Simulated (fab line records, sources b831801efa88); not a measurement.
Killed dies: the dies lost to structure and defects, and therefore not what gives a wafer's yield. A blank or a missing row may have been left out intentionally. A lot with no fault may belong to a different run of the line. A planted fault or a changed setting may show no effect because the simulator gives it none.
A struck lot beside a sound one + flow sky130 + 19 steps out of a route of 708
Sound: these wafers, L341.3, L341.4, L341.6. Wafers struck: L354.3, L354.4, L354.6. The cause is given at the end.
Order at every step that has rows: each side's tool, ch and its chambers, its first start. Under that, the readings that differ: sound wafers + struck wafers + difference of the means + sigmas: that difference in standard deviations of wafers without a fault.
alike: words and numbers the same on both sides, and readings whose means are apart by under 2 such deviations; not compared: readings that were withheld, readings missing a value for some wafer, numbers with overlapping values and no deviation given by the record, and bounds like >300 which may hide the same value.
A row with sigmas, a row that says differs or no value, or rows on one side alone: a step with any of these is where the two part. When numbers do not overlap yet have no deviation, they are printed without sigmas and do not part them. A reading that every wafer of one side lacks parts them only if that side has two wafers or more.

SKY_LDD_HVP_OVL_MEAS_07:
  struck on overlay-01, day 27 05:34; sound on overlay-02, day 22 13:19
  alike: LDD_HVP_OVL
then, 1 step without rows for these wafers: SKY_LDD_HVP_IMPLANT_08.
SKY_LDD_HVP_STRIP_09: strips in O2/N2.
  sound on plasma_asher-02 ch 0,1, day 22 13:32; struck on plasma_asher-01 ch 0,1, day 27 05:47
  alike: drypump_motor_current_A, oes_product_au, strip_time_to_endpoint_s
  not compared: rf_hours_counter_h
SKY_LDD_HVP_TW_MEAS_10:
  struck on film_metro-01, day 27 05:52; sound on film_metro-02, day 22 13:37
  alike: LDD_HVP_TW
then, 7 steps without rows for these wafers: SKY_LDD_LDN_DEHYDRATE_00 (time 60 s); SKY_LDD_LDN_HMDS_01 (prime time 60 s); SKY_LDD_LDN_COAT_02 (resist thk 1140 nm); SKY_LDD_LDN_SOFTBAKE_03 (time 60 s); SKY_LDD_LDN_EXPOSE_04 (exposes mask LDNTM, target cd 700 nm); SKY_LDD_LDN_PEB_05; SKY_LDD_LDN_DEVELOP_06 (develop time 60 s).
SKY_LDD_LDN_OVL_MEAS_07:
  struck on overlay-01, day 28 10:04; sound on overlay-02, day 23 19:01
  alike: LDD_LDN_OVL
SKY_LDD_LDN_IMPLANT_08:
  sound on implanter-03 ch 0, day 23 19:05; struck on implanter-03, day 28 10:08
  no value came back on the struck wafers for beam_energy_keV, beam_on_s (s); on the sound wafers beam_energy_keV reads 14.995 14.995 14.997
then, 3 steps without rows for these wafers: SKY_LDD_LDN_IMPLANT_09; SKY_LDD_LDN_IMPLANT_10; SKY_LDD_LDN_IMPLANT_11.
SKY_LDD_LDN_STRIP_12: strips in O2/N2.
  sound on plasma_asher-01 ch 0,1, day 23 19:41; struck on plasma_asher-03 ch 0,1, day 28 10:43
  alike: drypump_motor_current_A, oes_product_au, strip_time_to_endpoint_s
  not compared: rf_hours_counter_h
SKY_LDD_LDN_TW_MEAS_13:
  struck on film_metro-03, day 28 10:48; sound on film_metro-03, day 23 19:46
| reading    | sound          | struck         | difference | sigmas |
|------------|----------------|----------------|------------|--------|
| LDD_LDN_TW | 1490 1484 1489 | 1354 1356 1358 | -132       | -18    |
then, 1 step without rows for these wafers: SKY_LDD_LDN_CLEAN_14 (cleans in SC1/SC2, time 150 s).

## WHERE THEY PART
Last at SKY_LDD_LDN_TW_MEAS_13 as far as this record goes, first at SKY_LDD_LDN_IMPLANT_08.

WHY: what had been put in by the simulator
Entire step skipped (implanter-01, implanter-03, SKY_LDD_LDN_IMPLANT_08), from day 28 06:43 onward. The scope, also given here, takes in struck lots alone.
